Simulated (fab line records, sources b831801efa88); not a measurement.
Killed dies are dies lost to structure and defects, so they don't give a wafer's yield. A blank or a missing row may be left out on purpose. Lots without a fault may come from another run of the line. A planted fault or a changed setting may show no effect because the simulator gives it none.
Which tool did it? | flow gf180mcu | 14 lots, 42 wafers sampled, at 4 steps of a route of 602

WHAT THE GAUGES READ, wafer by wafer
GF_LVPWELL_OVL_MEAS_07. Usual: LVPWELL_OVL -1.0 nm, standard deviation 1.4.
lot  | measured    | on         | LVPWELL_OVL (nm) | flag
L440 | day 3 21:22 | overlay-02 | -0.3 -0.9 -0.4   |
L441 | day 4 01:04 | overlay-02 | -1.2 -1.4 -0.5   |
L442 | day 4 06:26 | overlay-02 | -3.6 -1.6 -4.4   |
L443 | day 4 13:07 | overlay-01 | -1.5 -0.2 -1.4   |
L444 | day 4 17:14 | overlay-02 | 1.1 0.8 0.7      |
L445 | day 5 01:08 | overlay-01 | -2.5 -3.1 -1.9   |
L446 | day 5 04:59 | overlay-02 | -2.1 -1.0 -1.3   |
L447 | day 5 09:15 | overlay-02 | -2.0 -0.9 -0.5   |
L448 | day 5 16:02 | overlay-01 | 2.5 1.5 1.1      |
L454 | day 7 01:56 | overlay-02 | -2.2 -2.4 -0.1   |
L455 | day 7 10:56 | overlay-01 | 1.3 0.0 1.8      |
L458 | day 8 02:17 | overlay-01 | -1.4 -3.7 -2.7   |
L459 | day 8 09:17 | overlay-02 | -1.8 -1.9 -1.2   |
L462 | day 9 00:41 | overlay-01 | -1.0 -0.2 -0.7   |

GF_VT_IMPLANT_OVL_MEAS_18. Usual: VT_IMPLANT_01_OVL 0.4 nm, standard deviation 1.4.
lot  | measured     | on         | VT_IMPLANT_01_OVL (nm) | flag
L440 | day 6 06:10  | overlay-02 | 1.7 0.7 -0.3           |
L441 | day 6 09:14  | overlay-02 | -0.4 -0.2 -0.1         |
L442 | day 6 16:05  | overlay-01 | -1.2 -1.4 -0.8         |
L443 | day 7 00:58  | overlay-02 | 1.0 2.1 1.5            |
L444 | day 7 04:44  | overlay-02 | 0.0 0.1 0.1            |
L445 | day 7 14:13  | overlay-01 | -1.9 -1.5 -2.1         |
L446 | day 7 18:53  | overlay-02 | -0.4 -1.4 -0.1         |
L447 | day 7 23:43  | overlay-01 | 0.5 0.8 0.5            |
L448 | day 8 07:23  | overlay-02 | 0.7 1.5 1.7            |
L454 | day 9 22:26  | overlay-02 | 2.1 1.7 0.7            |
L455 | day 10 07:53 | overlay-02 | -0.3 -0.2 -0.4         |
L458 | day 10 23:16 | overlay-02 | 2.9 3.4 1.5            |
L459 | day 11 06:28 | overlay-02 | 0.4 1.0 0.5            |
L462 | day 12 00:43 | overlay-01 | -0.6 -3.4 -1.0         |

WHICH TOOL RAN EACH LOT (tool, then ch and the chambers of the sampled wafers, then the start)
lot  | GF_NWELL_STRIP_10                   | GF_VT_IMPLANT_SOFTBAKE_14
L440 | plasma_asher-02 ch 0,1, day 3 08:51 | litho_track-04 ch 0, day 5 22:37
L441 | plasma_asher-03 ch 0,1, day 3 12:51 | litho_track-02 ch 0, day 6 02:10
L442 | plasma_asher-03 ch 0,1, day 3 16:51 | litho_track-03 ch 0, day 6 08:08
L443 | plasma_asher-03 ch 0,1, day 3 23:28 | litho_track-02 ch 0, day 6 17:01
L444 | plasma_asher-03 ch 0,1, day 4 03:53 | litho_track-03 ch 0, day 6 21:08
L445 | plasma_asher-01 ch 0,1, day 4 11:30 | litho_track-04 ch 0, day 7 05:49
L446 | plasma_asher-03 ch 0,1, day 4 15:40 | litho_track-03 ch 0, day 7 11:08
L447 | plasma_asher-03 ch 0,1, day 4 19:44 | litho_track-03 ch 0, day 7 15:41
L448 | plasma_asher-01 ch 0,1, day 5 01:50 | litho_track-03 ch 0, day 7 23:02
L454 | plasma_asher-01 ch 0,1, day 6 10:05 | litho_track-04 ch 0, day 9 13:31
L455 | plasma_asher-01 ch 0,1, day 6 19:00 | litho_track-02 ch 0, day 9 23:16
L458 | plasma_asher-03 ch 0,1, day 7 10:18 | litho_track-02 ch 0, day 10 13:55
L459 | plasma_asher-02 ch 0,1, day 7 16:48 | litho_track-04 ch 0, day 10 22:08
L462 | plasma_asher-03 ch 0,1, day 8 08:21 | litho_track-04 ch 0, day 11 15:25
- GF_NWELL_STRIP_10: strips in O2/N2.
- GF_VT_IMPLANT_SOFTBAKE_14: time 60 s.

WHAT THE TOOLS THEMSELVES READ (means of the sampled wafers that have a number; where no wafer has one, the mark that the record gives instead)
GF_NWELL_STRIP_10. Usual: drypump_motor_current_A 5.8 A, standard deviation 0.62; heater_power_w 298 W, standard deviation 18; oes_product_au 0.723 a.u., standard deviation 0.0047; strip_time_to_endpoint_s 37.19 s, standard deviation 0.089.
lot  | tool            | drypump_motor_current_A (A) | heater_power_w (W) | oes_product_au (a.u.) | strip_time_to_endpoint_s (s) | flag
L440 | plasma_asher-02 | 5.4                         | 288                | 0.722                 | 37.07                        |
L441 | plasma_asher-03 | 5.9                         | 295                | 0.716                 | 37.12                        |
L442 | plasma_asher-03 | 5.9                         | 304                | 0.725                 | 37.13                        |
L443 | plasma_asher-03 | 6.0                         | 295                | 0.722                 | 37.09                        |
L444 | plasma_asher-03 | 5.9                         | 295                | 0.722                 | 37.20                        |
L445 | plasma_asher-01 | 5.4                         | 315                | 0.724                 | 37.15                        |
L446 | plasma_asher-03 | 5.9                         | 300                | 0.729                 | 37.22                        |
L447 | plasma_asher-03 | 6.0                         | 292                | 0.724                 | 37.20                        |
L448 | plasma_asher-01 | 5.8                         | 314                | 0.717                 | 37.28                        |
L454 | plasma_asher-01 | 5.4                         | 310                | 0.723                 | 37.30                        |
L455 | plasma_asher-01 | 5.9                         | 317                | 0.724                 | 37.27                        |
L458 | plasma_asher-03 | 5.8                         | 297                | 0.724                 | 37.14                        |
L459 | plasma_asher-02 | 5.4                         | 289                | 0.725                 | 37.13                        |
L462 | plasma_asher-03 | 5.9                         | 300                | 0.724                 | 37.31                        |

GF_VT_IMPLANT_SOFTBAKE_14. Usual: chill_plate_temp_C 23.01 C, standard deviation 0.11; heater_power_total_W 56.60 W, standard deviation 0.041; run_length_s 89.07 s, standard deviation 0.29.
lot  | tool           | chill_plate_temp_C (C) | heater_power_total_W (W) | run_length_s (s) | flag
L440 | litho_track-04 | 22.87                  | 56.64                    | 89.13            |
L441 | litho_track-02 | 22.96                  | 56.63                    | 88.74            |
L442 | litho_track-03 | 22.94                  | 56.61                    | 89.52            |
L443 | litho_track-02 | 22.99                  | 56.63                    | 88.75            |
L444 | litho_track-03 | 22.97                  | 56.60                    | 89.44            |
L445 | litho_track-04 | 22.98                  | 56.56                    | 88.93            |
L446 | litho_track-03 | 23.14                  | 56.56                    | 89.41            |
L447 | litho_track-03 | 22.97                  | 56.58                    | 89.37            |
L448 | litho_track-03 | 22.88                  | 56.62                    | 89.55            |
L454 | litho_track-04 | 22.91                  | 56.58                    | 89.06            |
L455 | litho_track-02 | 23.15                  | 58.35                    | 83.69            | OFF
L458 | litho_track-02 | 23.14                  | 58.33                    | 83.82            | OFF
L459 | litho_track-04 | 22.91                  | 56.63                    | 89.04            |
L462 | litho_track-04 | 23.05                  | 56.58                    | 88.94            |

THE ANSWER, worked out from the rows above alone
Rule: a lot is off if the mean of its wafers that have a number lies more than 3 standard deviations from the usual mean. A lot without any number at a reading at which 4 lots or more have one is off too. The other lots that the step has rows for count as sound. The gauges are gone through in route order, then the tools' own readings, and for those a lot's mean is taken as printed above. The first step at which some lot is off is used, and at that step the reading that is off furthest; a lot without a number counts as furthest.
Off: L455, L458, at GF_VT_IMPLANT_SOFTBAKE_14 (heater_power_total_W).
A tool fits if, at that step or a process step before it, it ran every lot that is off, and no sound lot after the first of them. One fits: litho_track-02 at GF_VT_IMPLANT_SOFTBAKE_14. Its last sound lot is L443 (day 6 17:01), its first lot that is off L455 (day 9 23:16): a fault that began between those two fits.
The tool's own readings at GF_VT_IMPLANT_SOFTBAKE_14 bear it out: on the lots that are off they differ by more than 5 times the standard deviation of the sound lots' means. heater_power_total_W reads 58.34 W there against 56.60 W on the sound lots; run_length_s reads 83.75 s there against 89.16 s on the sound lots.

WHAT THE SIMULATOR HAD PUT IN
Process parameter drift: litho_track-02, from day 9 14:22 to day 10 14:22, at GF_VT_IMPLANT_SOFTBAKE_14. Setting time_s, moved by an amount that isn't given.
Lots struck among those shown: L455, L458. The rule above found the same.
